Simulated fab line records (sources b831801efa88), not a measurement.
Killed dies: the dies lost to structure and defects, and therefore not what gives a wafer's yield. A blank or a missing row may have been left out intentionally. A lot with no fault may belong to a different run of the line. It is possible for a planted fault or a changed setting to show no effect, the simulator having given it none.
Which of the tools did it? -- flow sky130 -- 12 lots, 36 wafers sampled, at 3 steps of a route of 708

## WHAT THE GAUGES READ, wafer by wafer
SKY_VIA2_THK_MEAS_23: measures by xrf.
lot,measured,on,VIA2_W_THK (nm)
L075,day 36 23:14,film_metro-03,471 469 459
L077,day 37 14:36,film_metro-02,447 458 451
L079,day 38 21:01,film_metro-02,453 458 457
L080,day 38 21:11,film_metro-01,464 466 467
L083,day 39 17:47,film_metro-03,472 474 469
L086,day 40 08:17,film_metro-02,465 465 458
L089,day 41 04:29,film_metro-02,456 459 464
L087,day 41 10:40,film_metro-01,457 458 452
L092,day 42 04:56,film_metro-03,467 454 466
L093,day 42 11:49,film_metro-03,461 466 466
L095,day 42 23:57,film_metro-03,465 468 467
L096,day 43 11:32,film_metro-01,448 447 456

## TOOL THAT RAN EACH LOT (tool first, then ch and the chambers of the sampled wafers, then the start)
lot,SKY_CONTACT_ETCH_18,SKY_VIA1_ETCH_15
L075,"rie_diel-01 ch 0,2,3, day 34 08:05 or earlier","rie_diel-01 ch 0,3, day 34 08:05"
L077,"rie_diel-01 ch 0,1,3, day 35 18:03 or earlier","rie_diel-02 ch 0,2, day 35 18:03"
L079,"rie_diel-03 ch 1,2, day 36 14:19 or earlier","rie_diel-04 ch 1,2,3, day 36 14:19"
L080,"rie_diel-03 ch 0,2,3, day 36 15:10 or earlier","rie_diel-02 ch 0,1,2, day 36 15:10"
L083,"rie_diel-01 ch 0,1, day 37 12:41 or earlier","rie_diel-02 ch 2,3, day 37 12:41"
L086,"rie_diel-01 ch 0,3, day 38 02:14 or earlier","rie_diel-04 ch 0,3, day 38 02:14"
L089,"rie_diel-01 ch 0,2,3, day 38 23:23 or earlier","rie_diel-01 ch 0,1,3, day 38 23:23"
L087,"rie_diel-02 ch 1,3, day 39 02:50 or earlier","rie_diel-04 ch 1,2,3, day 39 02:50"
L092,"rie_diel-03 ch 0,1,3, day 40 00:29 or earlier","rie_diel-02 ch 2,3, day 40 00:29"
L093,"rie_diel-01 ch 0,1, day 40 05:44 or earlier","rie_diel-04 ch 0,1, day 40 05:44"
L095,"rie_diel-03 ch 0,1,3, day 40 20:37 or earlier","rie_diel-02 ch 0,1,3, day 40 20:37"
L096,"rie_diel-02 ch 0,2, day 41 05:31 or earlier","rie_diel-02 ch 0,3, day 41 05:31"
- SKY_CONTACT_ETCH_18: etches Si3N4 in CHF3/O2, stops on TiN, time 39 s, target depth 75 nm.
- SKY_VIA1_ETCH_15: etches SiO2 in C4F8/O2/Ar, stops on TiN, target depth 351 nm, time 54 s.

## THE ANSWER, worked out from the rows above alone
Rule: what is usual is taken from the lots themselves. The widest of any qualifying gaps counts: lots, ordered by their means at a reading, are off when they make up no more than a third of the lots, leave a main group of 4 or more, and stand apart from it by 3 or more times the standard deviation of that group's means. A main group is skipped when, at the precision printed for the reading in the tables above, its means are all equal. Also off: a lot with no number at a reading for which 4 or more lots have one. The other lots that the step has rows for count as sound.
No lot is off at any reading shown: from this, nothing can be told.

## WHAT THE SIMULATOR HAD PUT IN
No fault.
